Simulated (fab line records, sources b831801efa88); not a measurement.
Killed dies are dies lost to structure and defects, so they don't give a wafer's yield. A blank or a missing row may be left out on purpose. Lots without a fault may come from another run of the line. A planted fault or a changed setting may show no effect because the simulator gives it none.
One fault seen from 2 desks | flow sky130 | each desk has only its own numbers; what lay behind them comes last

THE METROLOGY DESK
What the gauges read, lot by lot, whatever tool the lot ran on: means of the sampled wafers that have a number. A lot is out of limits, marked OUT, if its mean lies more than 4 standard deviations from the usual mean; the brackets give that distance.
Columns: A = LDD_P_TW at SKY_LDD_P_TW_MEAS_11, usual 637; B = SD_N_OVL at SKY_SD_N_OVL_MEAS_08, usual 0.9 nm
lot  | first seen here | A   | B
L151 | day 20 10:35    | 636 | -1.5
L150 | day 20 10:53    | 635 | 0.4
L153 | day 21 09:34    | 635 | 2.0
L154 | day 21 15:02    | 635 | 2.2
L156 | day 22 09:13    | 627 | 0.2
L158 | day 23 11:01    | 633 | 2.0
L159 | day 23 19:39    | 636 | 3.5
L162 | day 24 22:20    | 622 | 2.8
L163 | day 25 13:35    | 642 | -0.6
L164 | day 26 00:13    | 640 | 1.0
L167 | day 26 11:44    | 639 | -1.3
L166 | day 26 13:10    | 637 | -1.2
L169 | day 27 03:37    | 635 | -0.3
L172 | day 27 22:08    | 631 | 1.3
This desk's finding: nothing out of limits on any of the 14 lots.

THE TOOL OWNER'S DESK: litho_track-01
The tool's own readings at SKY_METAL4_PEB_11: means of the sampled wafers that have a number, for each lot that ran on this tool. A lot is out of limits, marked OUT, if its mean lies more than 4 standard deviations from the usual mean; the brackets give that distance.
Columns: A = exhaust_pa at SKY_METAL4_PEB_11, usual 44.9 Pa
lot  | first seen here | A
L153 | day 44 07:00    | 44.9
L158 | day 45 23:00    | 45.4
L159 | day 46 05:00    | 44.6
L166 | day 48 05:00    | 43.7
This desk's finding: nothing out of limits on any of the 4 lots.

PUT TOGETHER
The metrology desk saw nothing out of limits.
The tool owner's desk saw nothing out of limits.

WHAT THE SIMULATOR HAD PUT IN
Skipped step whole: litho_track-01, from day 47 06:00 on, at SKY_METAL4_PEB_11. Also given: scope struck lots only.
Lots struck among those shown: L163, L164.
